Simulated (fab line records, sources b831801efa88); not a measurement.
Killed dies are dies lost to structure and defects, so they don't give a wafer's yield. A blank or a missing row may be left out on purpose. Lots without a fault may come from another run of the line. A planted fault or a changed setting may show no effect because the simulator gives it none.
Problem report in the 8D (eight disciplines) form, filled by code | flow gf180mcu | the parts of the form that need people (team, actions taken, sign-off) are left out

1. THE PROBLEM
cathode_dc_power_W at GF_M2_SPUTTER_01 reads a mean of 6267.1 W on 6 wafers of 2 lots; wafers without a fault read 6500.0 W with a standard deviation of 1.3. That is -99 or more standard deviations from the usual mean.
The step: material TiN, target thk 30 nm, time 25 s.
First seen on wafer L933.1, day 24 13:05, on pvd_sputter-02. The record holds 18 wafers of 6 lots with a number at this step. Rule for "out", or "out of limits": more than 4 standard deviations from the usual mean. The other wafers with a number count as sound.

2. WHAT IT IS AND WHAT IT IS NOT
question                    | is                     | is not
which readings at this step | cathode_dc_power_W     | throttle_valve_pct
which lots                  | L933, L935             | L919, L924, L937, L938
which wafers of those lots  | all that have a number | -
read on which tools         | pvd_sputter-02         | pvd_sputter-03
when                        | from day 24 13:05      | up to then (6 sound wafers); but 6 sound wafers of L937, L938 came after

3. SUSPECTS, AND WHAT RULES EACH OUT
Counting: a tool at a process step up to the reading stays a suspect if it ran every lot that is out and no sound lot after the first of them.
- pvd_sputter-02 at GF_M2_SPUTTER_01 (material TiN, target thk 30 nm, time 25 s): kept. It ran every lot that is out, first L933 (day 24 13:05), and no sound lot after that; its last sound lot up to then is L924 (day 21 15:46). Its own readings are out on those wafers: cathode_dc_power_W.
Left after counting: pvd_sputter-02 at GF_M2_SPUTTER_01.

4. THE CAUSE (what the simulator had put in)
Process parameter drift: pvd_sputter-02, from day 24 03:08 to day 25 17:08, at GF_M2_SPUTTER_01. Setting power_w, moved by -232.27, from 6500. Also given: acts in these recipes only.
Counting left only this tool.

5. THE CHAIN OF EFFECTS, in route order
Each row: a reading whose mean over the struck wafers that have a number lies more than 3 standard deviations from the usual. Only readings for which the record gives a usual standard deviation are gone through. hours: the time from each lot's start at the first step in this table that gives one to its start at this step, as a median over the lots. sigmas: the change in usual standard deviations.
hours | step             | reading            | usual    | on struck wafers | change | sigmas
0     | GF_M2_SPUTTER_01 | cathode_dc_power_W | 6500.0 W | 6267.1           | -232.9 | -99 or more
The process steps in it:
- GF_M2_SPUTTER_01: material TiN, target thk 30 nm, time 25 s.

6. WHAT WOULD HAVE CAUGHT IT SOONER
In this record the first reading out of limits was taken at day 24 13:05, 10 hours after the fault began at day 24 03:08.
